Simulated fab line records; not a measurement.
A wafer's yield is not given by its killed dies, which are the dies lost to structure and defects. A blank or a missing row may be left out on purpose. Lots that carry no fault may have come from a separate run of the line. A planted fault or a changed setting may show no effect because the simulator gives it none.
Which tool was responsible? + flow sky130 + 12 lots with 36 wafers sampled at 5 steps, on a route of 708 steps

== WHAT THE GAUGES READ, wafer by wafer ==
Not one reading of a measure or inspect step in the record can be checked against a usual standard deviation.

== WHICH TOOL RAN EACH LOT (tool, then ch and the chambers of the sampled wafers, then the start) ==
| lot  | SKY_DNWELL_DEVELOP_06           | SKY_METAL2_SPUTTER_03       | SKY_METAL2_STRIP_20                 | SKY_VIA3_CMP_02               | SKY_PAD_OPEN_PROBE_99   |
|------|---------------------------------|-----------------------------|-------------------------------------|-------------------------------|-------------------------|
| L863 | lithoTrack-02 ch 0, day 3 01:00 | pvdSputter-02, day 33 23:42 | plasmaAsher-04 ch 0,1, day 35 02:40 | cmp-02 ch 0,1,2, day 38 14:24 | -                       |
| L865 | lithoTrack-04 ch 0, day 3 12:00 | pvdSputter-02, day 34 08:55 | plasmaAsher-03 ch 0,1, day 35 12:05 | cmp-01 ch 0,1,3, day 39 00:05 | -                       |
| L867 | lithoTrack-03 ch 0, day 4 05:00 | pvdSputter-03, day 36 09:12 | plasmaAsher-04 ch 0,1, day 37 12:07 | cmp-02 ch 0,2,3, day 40 20:19 | -                       |
| L868 | lithoTrack-02 ch 0, day 4 09:00 | pvdSputter-03, day 36 03:24 | plasmaAsher-03 ch 0,1, day 37 05:51 | cmp-01 ch 0,1,2, day 40 14:36 | -                       |
| L869 | lithoTrack-03 ch 0, day 4 14:00 | pvdSputter-02, day 36 11:41 | plasmaAsher-01 ch 0,1, day 37 14:21 | cmp-01 ch 0,1,2, day 41 02:05 | -                       |
| L871 | lithoTrack-02 ch 0, day 5 01:00 | pvdSputter-04, day 36 16:10 | plasmaAsher-04 ch 0,1, day 37 18:59 | cmp-01 ch 0,1, day 41 02:23   | -                       |
| L872 | lithoTrack-02 ch 0, day 5 05:00 | pvdSputter-03, day 38 02:01 | plasmaAsher-01 ch 0,1, day 39 04:01 | cmp-02 ch 0,1, day 42 09:47   | prober-02, day 49 00:29 |
| L875 | lithoTrack-02 ch 0, day 5 20:00 | pvdSputter-02, day 38 04:16 | plasmaAsher-01 ch 0,1, day 39 05:41 | cmp-01 ch 0,2, day 42 10:22   | -                       |
| L876 | lithoTrack-02 ch 0, day 6 03:00 | pvdSputter-02, day 38 07:36 | plasmaAsher-01 ch 0, day 39 09:20   | cmp-01 ch 0,2,3, day 42 13:44 | prober-01, day 49 01:50 |
| L877 | lithoTrack-02 ch 0, day 6 08:00 | pvdSputter-03, day 38 14:49 | plasmaAsher-04 ch 0,1, day 39 16:16 | cmp-02 ch 0,1,3, day 42 20:22 | prober-02, day 49 05:46 |
| L878 | lithoTrack-02 ch 0, day 6 13:00 | pvdSputter-03, day 38 12:20 | plasmaAsher-04 ch 0,1, day 39 13:45 | cmp-02 ch 0,1,2, day 42 15:40 | prober-01, day 49 02:42 |
| L883 | lithoTrack-03 ch 0, day 7 18:00 | pvdSputter-03, day 39 23:16 | plasmaAsher-04 ch 0,1, day 40 23:47 | cmp-02 ch 1,2,3, day 44 02:37 | -                       |
- SKY_DNWELL_DEVELOP_06: develop time 60 s.
- SKY_METAL2_SPUTTER_03: material Ti, target thk 5 nm, time 3.3 s.
- SKY_METAL2_STRIP_20: strips in O2/N2.
- SKY_VIA3_CMP_02: polishes SiO2.
- SKY_PAD_OPEN_PROBE_99

== WHAT THE TOOLS THEMSELVES READ (means of the sampled wafers that have a number; where no wafer has one, the mark that the record gives instead) ==
SKY_DNWELL_DEVELOP_06.
| lot  | tool          | developerTempC (C) |
|------|---------------|--------------------|
| L863 | lithoTrack-02 | 23.01              |
| L865 | lithoTrack-04 | 22.92              |
| L867 | lithoTrack-03 | 22.99              |
| L868 | lithoTrack-02 | 22.94              |
| L869 | lithoTrack-03 | 23.04              |
| L871 | lithoTrack-02 | 23.05              |
| L872 | lithoTrack-02 | 22.84              |
| L875 | lithoTrack-02 | 22.95              |
| L876 | lithoTrack-02 | 22.93              |
| L877 | lithoTrack-02 | 23.01              |
| L878 | lithoTrack-02 | 23.00              |
| L883 | lithoTrack-03 | 23.16              |

SKY_METAL2_SPUTTER_03.
| lot  | tool          | cathodeDcPowerW (W) | throttleValvePct (%) |
|------|---------------|---------------------|----------------------|
| L863 | pvdSputter-02 | 2999.6              | 31.2                 |
| L865 | pvdSputter-02 | 2999.9              | 30.8                 |
| L867 | pvdSputter-03 | 3000.3              | 28.9                 |
| L868 | pvdSputter-03 | 3000.1              | 29.4                 |
| L869 | pvdSputter-02 | 2999.9              | 30.8                 |
| L871 | pvdSputter-04 | 3000.3              | 29.9                 |
| L872 | pvdSputter-03 | 3000.0              | 29.5                 |
| L875 | pvdSputter-02 | 3000.1              | 31.3                 |
| L876 | pvdSputter-02 | 3000.0              | 31.4                 |
| L877 | pvdSputter-03 | 3000.1              | 29.5                 |
| L878 | pvdSputter-03 | 3000.2              | 30.2                 |
| L883 | pvdSputter-03 | 3000.4              | 29.9                 |

SKY_METAL2_STRIP_20.
| lot  | tool           | drypumpMotorCurrentA (A) | oesProductAu (a.u.) | stripTimeToEndpointS (s) |
|------|----------------|--------------------------|---------------------|--------------------------|
| L863 | plasmaAsher-04 | 5.5                      | 0.337               | 2.65                     |
| L865 | plasmaAsher-03 | 6.2                      | 0.339               | 2.66                     |
| L867 | plasmaAsher-04 | 5.9                      | 0.343               | 2.70                     |
| L868 | plasmaAsher-03 | 6.0                      | 0.344               | 2.69                     |
| L869 | plasmaAsher-01 | 5.8                      | 0.342               | 2.73                     |
| L871 | plasmaAsher-04 | 5.9                      | 0.341               | 2.64                     |
| L872 | plasmaAsher-01 | 5.8                      | 0.340               | 2.61                     |
| L875 | plasmaAsher-01 | 5.6                      | 0.345               | 2.62                     |
| L876 | plasmaAsher-01 | 5.9                      | 0.343               | 2.67                     |
| L877 | plasmaAsher-04 | 5.8                      | 0.336               | 2.62                     |
| L878 | plasmaAsher-04 | 5.5                      | 0.342               | 2.63                     |
| L883 | plasmaAsher-04 | 5.9                      | 0.342               | 2.63                     |

SKY_VIA3_CMP_02.
| lot  | tool   | headPressurePsi (psi) | motorCurrentA (A) | platenRpm (rpm) |
|------|--------|-----------------------|-------------------|-----------------|
| L863 | cmp-02 | 3.993                 | 12.8              | 59.99           |
| L865 | cmp-01 | 3.995                 | 12.3              | 59.99           |
| L867 | cmp-02 | 4.000                 | 11.6              | 60.01           |
| L868 | cmp-01 | 4.008                 | 12.7              | 60.05           |
| L869 | cmp-01 | 3.999                 | 12.8              | 60.00           |
| L871 | cmp-01 | 4.013                 | 11.9              | 60.02           |
| L872 | cmp-02 | 3.997                 | 13.3              | 60.00           |
| L875 | cmp-01 | 4.010                 | 12.9              | 59.95           |
| L876 | cmp-01 | 4.001                 | 12.6              | 59.98           |
| L877 | cmp-02 | 4.003                 | 12.0              | 59.96           |
| L878 | cmp-02 | 4.000                 | 12.6              | 59.99           |
| L883 | cmp-02 | 3.998                 | 11.8              | 60.01           |

SKY_PAD_OPEN_PROBE_99.
| lot  | tool      | killed_at_M0_to_M3 | killed_at_M4_up | killedAtContacts | killedAtFrontEnd | killedAtOther | killedDies | killedOnRim | killedOpen | killedShort |
|------|-----------|--------------------|-----------------|------------------|------------------|---------------|------------|-------------|------------|-------------|
| L872 | prober-02 | 47                 | 2.0             | 24               | 15               | 1.0           | 89         | 18          | 45         | 42          |
| L876 | prober-01 | 46                 | 2.3             | 16               | 19               | 0.0           | 84         | 16          | 46         | 38          |
| L877 | prober-02 | 53                 | 5.0             | 27               | 407              | 0.7           | 492        | 96          | 53         | 51          |
| L878 | prober-01 | 46                 | 4.0             | 20               | 422              | 0.7           | 492        | 96          | 46         | 41          |

== THE ANSWER, worked out from the rows above alone ==
Rule: the lots themselves supply what counts as usual. The widest of any qualifying gaps counts: lots, ordered by their means at a reading, are off when they make up no more than a third of the lots, leave a main group of 4 or more, and stand apart from it by 3 or more times the standard deviation of that group's means. A main group is skipped when, at the precision printed for the reading in the tables above, its means are all equal. Also off: a lot with no number at a reading for which 4 or more lots have one. The other lots that the step has rows for count as sound. After the gauges, taken in route order, come the tools' own readings; for these a lot's mean is taken, as printed above. At the first step where some lot is off, the reading lying furthest off is the one used; lots without a number count as furthest.
No lot is off at any reading shown: from this, nothing can be told.

== WHAT HAD BEEN PUT IN BY THE SIMULATOR ==
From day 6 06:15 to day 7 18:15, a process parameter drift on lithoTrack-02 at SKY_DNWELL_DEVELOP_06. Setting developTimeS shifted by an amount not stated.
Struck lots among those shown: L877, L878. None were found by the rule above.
